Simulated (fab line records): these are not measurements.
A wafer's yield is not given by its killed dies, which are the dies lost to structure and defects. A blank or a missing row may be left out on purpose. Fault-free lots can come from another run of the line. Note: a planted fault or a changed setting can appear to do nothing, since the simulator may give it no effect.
What tool caused it? / flow sky130 / 12 lots with 36 wafers sampled at 2 steps, on a route of 708 steps

WHAT THE GAUGES SHOWED, per wafer
SKY_METAL1_RS_MEAS_05: a four-point-probe measurement. Usual: METAL1_ALCU_RS 0.1265 ohm/sq, standard deviation 0.0012.
lot=L761; measured=day 32 09:31; on=film metro-03; METAL1_ALCU_RS (ohm/sq)=0.1264 0.1284 0.1274; flag=
lot=L765; measured=day 34 00:58; on=film metro-02; METAL1_ALCU_RS (ohm/sq)=0.1260 0.1276 0.1278; flag=
lot=L766; measured=day 34 01:09; on=film metro-01; METAL1_ALCU_RS (ohm/sq)=0.1272 0.1268 0.1271; flag=
lot=L769; measured=day 35 03:52; on=film metro-03; METAL1_ALCU_RS (ohm/sq)=0.1281 0.1269 0.1256; flag=
lot=L770; measured=day 35 15:17; on=film metro-01; METAL1_ALCU_RS (ohm/sq)=0.1245 0.1260 0.1249; flag=
lot=L774; measured=day 36 11:06; on=film metro-03; METAL1_ALCU_RS (ohm/sq)=0.1256 0.1256 0.1250; flag=
lot=L776; measured=day 37 04:11; on=film metro-03; METAL1_ALCU_RS (ohm/sq)=0.1278 0.1285 0.1273; flag=
lot=L777; measured=day 38 00:07; on=film metro-01; METAL1_ALCU_RS (ohm/sq)=0.1263 0.1255 0.1253; flag=
lot=L780; measured=day 38 11:38; on=film metro-02; METAL1_ALCU_RS (ohm/sq)=0.1273 0.1263 0.1253; flag=
lot=L782; measured=day 38 18:57; on=film metro-02; METAL1_ALCU_RS (ohm/sq)=0.1259 0.1261 0.1262; flag=
lot=L781; measured=day 39 01:10; on=film metro-02; METAL1_ALCU_RS (ohm/sq)=0.1260 0.1243 0.1240; flag=
lot=L783; measured=day 39 15:04; on=film metro-02; METAL1_ALCU_RS (ohm/sq)=0.1307 0.1293 0.1267; flag=

SKY_VIA1_THK_MEAS_01. Usual: VIA1_HDPCVD_THK 1028 nm, standard deviation 8.9.
lot=L761; measured=day 33 14:20; on=film metro-03; VIA1_HDPCVD_THK (nm)=1032 1039 1040; flag=
lot=L765; measured=day 35 05:27; on=film metro-04; VIA1_HDPCVD_THK (nm)=1025 1029 1027; flag=
lot=L766; measured=day 35 05:38; on=film metro-03; VIA1_HDPCVD_THK (nm)=1030 1034 1044; flag=
lot=L769; measured=day 36 08:06; on=film metro-03; VIA1_HDPCVD_THK (nm)=1037 1047 1022; flag=
lot=L770; measured=day 36 19:38; on=film metro-03; VIA1_HDPCVD_THK (nm)=1019 1024 1025; flag=
lot=L774; measured=day 37 14:49; on=film metro-03; VIA1_HDPCVD_THK (nm)=1041 1020 1031; flag=
lot=L776; measured=day 38 06:58; on=film metro-01; VIA1_HDPCVD_THK (nm)=1039 1026 1020; flag=
lot=L777; measured=day 39 02:34; on=film metro-04; VIA1_HDPCVD_THK (nm)=1027 1025 1025; flag=
lot=L780; measured=day 39 14:05; on=film metro-04; VIA1_HDPCVD_THK (nm)=1029 1024 1033; flag=
lot=L782; measured=day 39 21:12; on=film metro-01; VIA1_HDPCVD_THK (nm)=1018 1028 1022; flag=
lot=L781; measured=day 40 03:03; on=film metro-01; VIA1_HDPCVD_THK (nm)=1014 1025 1032; flag=
lot=L783; measured=day 40 16:45; on=film metro-01; VIA1_HDPCVD_THK (nm)=1040 1026 1022; flag=

WHAT TOOL EACH LOT RAN ON (gives the tool, then ch and the chambers of the sampled wafers, and finally the start)
The record holds no process step before these readings.

AS READ BY THE TOOLS THEMSELVES (means over the sampled wafers that have a number; for cases with no such wafer, the mark the record gives instead)
The record holds no such reading with a usual standard deviation.

THE ANSWER, worked out from the rows above alone
Rule: take the mean of a lot's wafers that have a number; if it is more than 3 standard deviations from the usual mean, the lot is off. A lot without any number at a reading at which 4 lots or more have one is off too. The other lots that the step has rows for count as sound. First the gauges in route order, then the tools' own readings, where a lot's mean is used as printed above. At the first step where some lot is off, the reading lying furthest off is the one used; lots without a number count as furthest.
No lot is off at any reading shown: from this, nothing can be told.

WHAT HAD BEEN PUT IN BY THE SIMULATOR
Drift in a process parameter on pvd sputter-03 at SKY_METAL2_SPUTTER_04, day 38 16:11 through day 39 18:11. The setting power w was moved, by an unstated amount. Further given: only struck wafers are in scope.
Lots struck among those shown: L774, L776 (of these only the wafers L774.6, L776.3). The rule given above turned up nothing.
